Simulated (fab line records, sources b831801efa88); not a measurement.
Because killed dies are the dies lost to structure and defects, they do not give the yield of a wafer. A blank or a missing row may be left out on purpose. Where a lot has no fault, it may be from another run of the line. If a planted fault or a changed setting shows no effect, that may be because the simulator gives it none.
Code-filled problem report in 8D (eight disciplines) form / flow gf180mcu / the parts of the form that need people (team, actions taken, sign-off) are left out

## 1. THE PROBLEM
Wafers free of any fault read 602 nm (standard deviation 5.1) for V4_CVD_00_THK at GF_V4_THK_MEAS_01, against a mean of 900 nm on 3 wafers of 2 lots. Measured from the usual mean, that is +58 standard deviations.
First seen on wafer L318.2, day 30 06:46, on film metro-04. Wafers with a number at this step in the record: 39, from 13 lots. Rule for "out", or "out of limits": more than 4 standard deviations from the usual mean. The other wafers with a number count as sound.

## 2. WHAT IT IS AND WHAT IT IS NOT
question=which readings at this step | is=V4_CVD_00_THK | is not=-
question=which lots | is=L318, L319 | is not=L298, L301, L303, L304, L305, L306, L307, L309, L313, L314, L316
question=which wafers of those lots | is=L318.2, L318.4, L319.6 | is not=L318.5, L319.3, L319.4
question=read on which gauges | is=film metro-02, film metro-04 | is not=film metro-01
question=when | is=from day 30 06:46 | is not=up to then (34 sound wafers); but 2 sound wafers of L319 came after

## 3. WHAT RULES OUT EACH SUSPECT
Counting: any tool at a process step up to the reading remains a suspect provided it ran every lot that is out. Sound lots after the first of them don't rule it out here, since some wafers of a struck lot are sound.
- ruled out: the gauge at GF_V4_THK_MEAS_01. Those wafers that are out were read across 2 gauges (film metro-02, film metro-04).
- hdpcvd-01 at GF_V4_CVD_00 (deposits SiO2, target thk 600 nm, time 100 s): kept. It processed each lot that is out (first: L318, day 30 06:41); up to then, its last sound lot is L313 (day 29 06:07). Out on those wafers are its own readings of sih4 flow sccm.
- In hdpcvd-01 at GF_V4_CVD_00, the wafers that are out were processed in chamber 0 and their sound lot-mates in chambers 1, 2.
The count leaves hdpcvd-01 at GF_V4_CVD_00.

## 4. THE CAUSE (what the simulator had put in)
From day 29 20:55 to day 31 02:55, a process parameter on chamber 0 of hdpcvd-01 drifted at GF_V4_CVD_00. The setting sih4 flow sccm was moved by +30, starting from 60. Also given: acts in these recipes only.
The count eliminated every tool but this one.

## 5. SEQUENCE OF EFFECTS, ordered by route
Each row: a reading whose mean over the struck wafers that have a number lies more than 3 standard deviations from the usual. Scope: only readings with a usual standard deviation given in the record; hours: median across lots of the time from each lot's start at the first step in this table that gives one to its start at this step; sigmas: change in usual standard deviations.
hours=0; step=GF_V4_CVD_00; reading=sih4 flow sccm; usual=60.00 sccm; on struck wafers=89.76; change=+29.76; sigmas=+99 or more
hours=0; step=GF_V4_THK_MEAS_01; reading=V4_CVD_00_THK; usual=602 nm; on struck wafers=900; change=+298; sigmas=+58
The process steps in it:
- GF_V4_CVD_00: deposits SiO2, target thk 600 nm, time 100 s.
At these later measuring or inspecting steps, every struck wafer for which the step has a row has a number for every such reading, and none has moved that far: GF_V4_BOW_MEAS_05.

## 6. WHAT WOULD HAVE CAUGHT IT SOONER
In this record the first reading out of limits at a measuring or inspecting step was taken at day 30 06:46, 10 hours after the fault began at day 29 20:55.
The tool's own readings at GF_V4_CVD_00 were out on every struck wafer that the step has a row for (sih4 flow sccm): an alarm limit on them would have fired on the first of those.
L319, from the lots that are out (2), started GF_V4_CVD_00 on hdpcvd-01 later than day 30 06:46. A tool hold placed at that time would have kept it from harm.
